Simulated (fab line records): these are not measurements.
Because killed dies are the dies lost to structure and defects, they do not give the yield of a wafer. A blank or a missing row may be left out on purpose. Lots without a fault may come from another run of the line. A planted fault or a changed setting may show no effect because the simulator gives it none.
What tool caused it? || flow sky130 || 12 lots with 36 wafers sampled at 4 steps, on a route of 708 steps

## WHAT EACH GAUGE READ, for each wafer
SKY_VIA3_BOW_MEAS_03.
{"lot": "L907", "measured": "day 39 02:00", "on": "filmMetro-03", "VIA3_BOW (um)": "87 71 75"}
{"lot": "L908", "measured": "day 39 06:09", "on": "filmMetro-01", "VIA3_BOW (um)": "81 80 93"}
{"lot": "L910", "measured": "day 39 19:17", "on": "filmMetro-02", "VIA3_BOW (um)": "77 80 80"}
{"lot": "L911", "measured": "day 40 04:35", "on": "filmMetro-02", "VIA3_BOW (um)": "72 94 77"}
{"lot": "L913", "measured": "day 40 17:39", "on": "filmMetro-03", "VIA3_BOW (um)": "80 94 85"}
{"lot": "L914", "measured": "day 40 22:46", "on": "filmMetro-02", "VIA3_BOW (um)": "70 71 89"}
{"lot": "L915", "measured": "day 41 14:06", "on": "filmMetro-01", "VIA3_BOW (um)": "83 84 85"}
{"lot": "L916", "measured": "day 41 19:32", "on": "filmMetro-02", "VIA3_BOW (um)": "81 92 78"}
{"lot": "L917", "measured": "day 42 01:40", "on": "filmMetro-02", "VIA3_BOW (um)": "84 76 82"}
{"lot": "L918", "measured": "day 42 03:46", "on": "filmMetro-01", "VIA3_BOW (um)": "84 84 99"}
{"lot": "L919", "measured": "day 42 16:35", "on": "filmMetro-02", "VIA3_BOW (um)": "77 70 81"}
{"lot": "L920", "measured": "day 42 17:35", "on": "filmMetro-01", "VIA3_BOW (um)": "82 80 78"}

SKY_VIA3_RS_MEAS_22: a four-point-probe measurement.
{"lot": "L907", "measured": "day 40 03:54", "on": "filmMetro-03", "VIA3_W_RS (ohm/sq)": "0.2934 0.2905 0.2931"}
{"lot": "L908", "measured": "day 40 07:55", "on": "filmMetro-03", "VIA3_W_RS (ohm/sq)": "0.2856 0.2934 0.2892"}
{"lot": "L910", "measured": "day 40 20:53", "on": "filmMetro-01", "VIA3_W_RS (ohm/sq)": "0.2917 0.2908 0.2849"}
{"lot": "L911", "measured": "day 41 05:31", "on": "filmMetro-02", "VIA3_W_RS (ohm/sq)": "0.2893 0.2955 0.2912"}
{"lot": "L913", "measured": "day 41 18:45", "on": "filmMetro-03", "VIA3_W_RS (ohm/sq)": "0.2918 0.2950 0.2899"}
{"lot": "L914", "measured": "day 42 00:09", "on": "filmMetro-02", "VIA3_W_RS (ohm/sq)": "0.2938 0.2924 0.2930"}
{"lot": "L915", "measured": "day 42 14:46", "on": "filmMetro-01", "VIA3_W_RS (ohm/sq)": "0.2944 0.2951 0.2953"}
{"lot": "L916", "measured": "day 42 20:28", "on": "filmMetro-03", "VIA3_W_RS (ohm/sq)": "0.2890 0.2885 0.2912"}
{"lot": "L917", "measured": "day 43 01:46", "on": "filmMetro-02", "VIA3_W_RS (ohm/sq)": "0.2883 0.2953 0.2869"}
{"lot": "L918", "measured": "day 43 04:20", "on": "filmMetro-03", "VIA3_W_RS (ohm/sq)": "0.2895 0.2893 0.2957"}
{"lot": "L919", "measured": "day 43 16:28", "on": "filmMetro-03", "VIA3_W_RS (ohm/sq)": "0.2896 0.2949 0.2887"}
{"lot": "L920", "measured": "day 43 16:50", "on": "filmMetro-01", "VIA3_W_RS (ohm/sq)": "0.2915 0.2955 0.2920"}

## TOOL THAT RAN EACH LOT (tool first, then ch and the chambers of the sampled wafers, then the start)
{"lot": "L907", "SKY_VIA3_CMP_02": "cmp-02 ch 2,3, day 39 01:44", "SKY_VIA3_ETCH_15": "rieDiel-02 ch 1,2,3, day 40 03:02"}
{"lot": "L908", "SKY_VIA3_CMP_02": "cmp-02 ch 0,2,3, day 39 05:51", "SKY_VIA3_ETCH_15": "rieDiel-02 ch 0,2,3, day 40 07:05"}
{"lot": "L910", "SKY_VIA3_CMP_02": "cmp-01 ch 0,1,2, day 39 19:04", "SKY_VIA3_ETCH_15": "rieDiel-04 ch 0,2,3, day 40 20:02"}
{"lot": "L911", "SKY_VIA3_CMP_02": "cmp-01 ch 0,1,3, day 40 04:16", "SKY_VIA3_ETCH_15": "rieDiel-04 ch 0,1,2, day 41 04:14"}
{"lot": "L913", "SKY_VIA3_CMP_02": "cmp-01 ch 0,1, day 40 17:21", "SKY_VIA3_ETCH_15": "rieDiel-04 ch 0,1,2, day 41 17:55"}
{"lot": "L914", "SKY_VIA3_CMP_02": "cmp-02 ch 1,2,3, day 40 22:28", "SKY_VIA3_ETCH_15": "rieDiel-02 ch 0,2,3, day 41 23:17"}
{"lot": "L915", "SKY_VIA3_CMP_02": "cmp-02 ch 0,2,3, day 41 13:48", "SKY_VIA3_ETCH_15": "rieDiel-04 ch 0,2, day 42 13:55"}
{"lot": "L916", "SKY_VIA3_CMP_02": "cmp-01 ch 1,2,3, day 41 19:14", "SKY_VIA3_ETCH_15": "rieDiel-02 ch 1,2,3, day 42 19:38"}
{"lot": "L917", "SKY_VIA3_CMP_02": "cmp-01 ch 2,3, day 42 01:24", "SKY_VIA3_ETCH_15": "rieDiel-03 ch 0,3, day 43 00:55"}
{"lot": "L918", "SKY_VIA3_CMP_02": "cmp-01 ch 1,2, day 42 03:28", "SKY_VIA3_ETCH_15": "rieDiel-02 ch 0,1, day 43 03:28"}
{"lot": "L919", "SKY_VIA3_CMP_02": "cmp-01 ch 1,2,3, day 42 16:23", "SKY_VIA3_ETCH_15": "rieDiel-03 ch 0,2, day 43 15:38"}
{"lot": "L920", "SKY_VIA3_CMP_02": "cmp-02 ch 0,2,3, day 42 17:19", "SKY_VIA3_ETCH_15": "rieDiel-02 ch 2,3, day 43 15:59"}
- SKY_VIA3_CMP_02: polishes SiO2.
- SKY_VIA3_ETCH_15: etches SiO2 in C4F8/O2/Ar, stops on TiN, target depth 507 nm, time 78 s.

## AS READ BY THE TOOLS THEMSELVES (means over the sampled wafers that have a number; for cases with no such wafer, the mark the record gives instead)
SKY_VIA3_CMP_02.
{"lot": "L907", "tool": "cmp-02", "motorCurrentA (A)": 12.2}
{"lot": "L908", "tool": "cmp-02", "motorCurrentA (A)": 11.7}
{"lot": "L910", "tool": "cmp-01", "motorCurrentA (A)": 11.7}
{"lot": "L911", "tool": "cmp-01", "motorCurrentA (A)": 11.6}
{"lot": "L913", "tool": "cmp-01", "motorCurrentA (A)": 12.2}
{"lot": "L914", "tool": "cmp-02", "motorCurrentA (A)": 11.3}
{"lot": "L915", "tool": "cmp-02", "motorCurrentA (A)": 11.6}
{"lot": "L916", "tool": "cmp-01", "motorCurrentA (A)": 10.8}
{"lot": "L917", "tool": "cmp-01", "motorCurrentA (A)": 10.5}
{"lot": "L918", "tool": "cmp-01", "motorCurrentA (A)": 11.1}
{"lot": "L919", "tool": "cmp-01", "motorCurrentA (A)": 10.9}
{"lot": "L920", "tool": "cmp-02", "motorCurrentA (A)": 12.1}

SKY_VIA3_ETCH_15.
{"lot": "L907", "tool": "rieDiel-02", "oesProductAu (a.u.)": 0.950, "rfFwdPowerW (W)": 1490}
{"lot": "L908", "tool": "rieDiel-02", "oesProductAu (a.u.)": 0.947, "rfFwdPowerW (W)": 1486}
{"lot": "L910", "tool": "rieDiel-04", "oesProductAu (a.u.)": 0.945, "rfFwdPowerW (W)": 1491}
{"lot": "L911", "tool": "rieDiel-04", "oesProductAu (a.u.)": 0.942, "rfFwdPowerW (W)": 1493}
{"lot": "L913", "tool": "rieDiel-04", "oesProductAu (a.u.)": 0.946, "rfFwdPowerW (W)": 1489}
{"lot": "L914", "tool": "rieDiel-02", "oesProductAu (a.u.)": 0.948, "rfFwdPowerW (W)": 1484}
{"lot": "L915", "tool": "rieDiel-04", "oesProductAu (a.u.)": 0.946, "rfFwdPowerW (W)": 1490}
{"lot": "L916", "tool": "rieDiel-02", "oesProductAu (a.u.)": 0.946, "rfFwdPowerW (W)": 1484}
{"lot": "L917", "tool": "rieDiel-03", "oesProductAu (a.u.)": 0.942, "rfFwdPowerW (W)": 1488}
{"lot": "L918", "tool": "rieDiel-02", "oesProductAu (a.u.)": 0.903, "rfFwdPowerW (W)": 1482}
{"lot": "L919", "tool": "rieDiel-03", "oesProductAu (a.u.)": 0.901, "rfFwdPowerW (W)": 1491}
{"lot": "L920", "tool": "rieDiel-02", "oesProductAu (a.u.)": 0.943, "rfFwdPowerW (W)": 1489}

## THE ANSWER, worked out from the rows above alone
Rule: the usual values come from the lots themselves. The widest of any qualifying gaps counts: lots, ordered by their means at a reading, are off when they make up no more than a third of the lots, leave a main group of 4 or more, and stand apart from it by 3 or more times the standard deviation of that group's means. Not used: any main group whose means are identical at the precision the tables above print for the reading. A lot without any number at a reading at which 4 lots or more have one is off too. All remaining lots with rows at the step are treated as sound. The gauges are gone through in route order, then the tools' own readings, and for those a lot's mean is taken as printed above. At the first step where some lot is off, the reading lying furthest off is the one used; lots without a number count as furthest.
Off at SKY_VIA3_ETCH_15 (oesProductAu): L918, L919. Main group: mean 0.946 a.u., sd 0.0025.
If a tool, at that step or one of the process steps before it, ran each lot that is off and ran no sound lot following the first of them, it fits. One fits: cmp-01 at SKY_VIA3_CMP_02. Its last sound lot is L917 (day 42 01:24), its first lot that is off L918 (day 42 03:28): a fault that began between those two fits.

## WHAT THE SIMULATOR HAD INSERTED
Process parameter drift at SKY_VIA3_CMP_02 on cmp-01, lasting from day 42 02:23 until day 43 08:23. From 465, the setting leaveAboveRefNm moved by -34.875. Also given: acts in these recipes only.
Shown lots that were struck: L918, L919. The rule given above showed the same thing.
